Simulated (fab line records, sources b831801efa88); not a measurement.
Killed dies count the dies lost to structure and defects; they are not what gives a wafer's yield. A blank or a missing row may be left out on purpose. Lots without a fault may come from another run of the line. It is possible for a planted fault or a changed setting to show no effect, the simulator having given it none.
Which tool was responsible? -- flow sky130 -- 12 lots, 36 wafers sampled, at 1 step of a route of 708

## WHAT THE GAUGES SHOWED, per wafer
SKY_METAL2_CD_MEAS_15: the cd target is 140 nm.
lot,measured,on,cdNm (nm)
L075,day 35 09:05,cdSem-02,140.8 142.1 140.8
L077,day 36 04:14,cdSem-01,140.4 140.5 140.0
L079,day 37 02:20,cdSem-01,141.2 141.0 139.7
L081,day 37 16:13,cdSem-02,138.7 139.0 138.3
L082,day 38 09:29,cdSem-02,139.4 139.7 140.2
L086,day 39 00:28,cdSem-02,137.7 138.8 139.0
L087,day 39 17:26,cdSem-02,140.4 141.4 141.6
L089,day 40 02:50,cdSem-01,139.6 139.1 139.2
L091,day 40 11:07,cdSem-02,138.5 138.7 138.0
L093,day 41 06:16,cdSem-01,139.0 139.0 138.1
L095,day 41 23:37,cdSem-01,137.7 138.8 138.9
L096,day 42 15:28,cdSem-02,140.6 140.1 140.5

## TOOL THAT RAN EACH LOT (tool first, then ch and the chambers of the sampled wafers, then the start)
The record holds no process step before these readings.

## THE ANSWER, worked out from the rows above alone
Rule: the usual values come from the lots themselves. Put in order of their means at a reading, lots are off if they are a third of the lots or fewer, leave a main group of 4 or more, and stand apart from it by a gap of 3 or more times the standard deviation of the main group's means; of several such gaps the widest counts. The tables above print the reading to a certain number of digits; a main group whose means all agree to those digits is not used. A lot without any number at a reading at which 4 lots or more have one is off too. The other lots that the step has rows for count as sound.
None of the lots is off at any reading shown; this tells nothing.

## WHAT THE SIMULATOR HAD PUT IN
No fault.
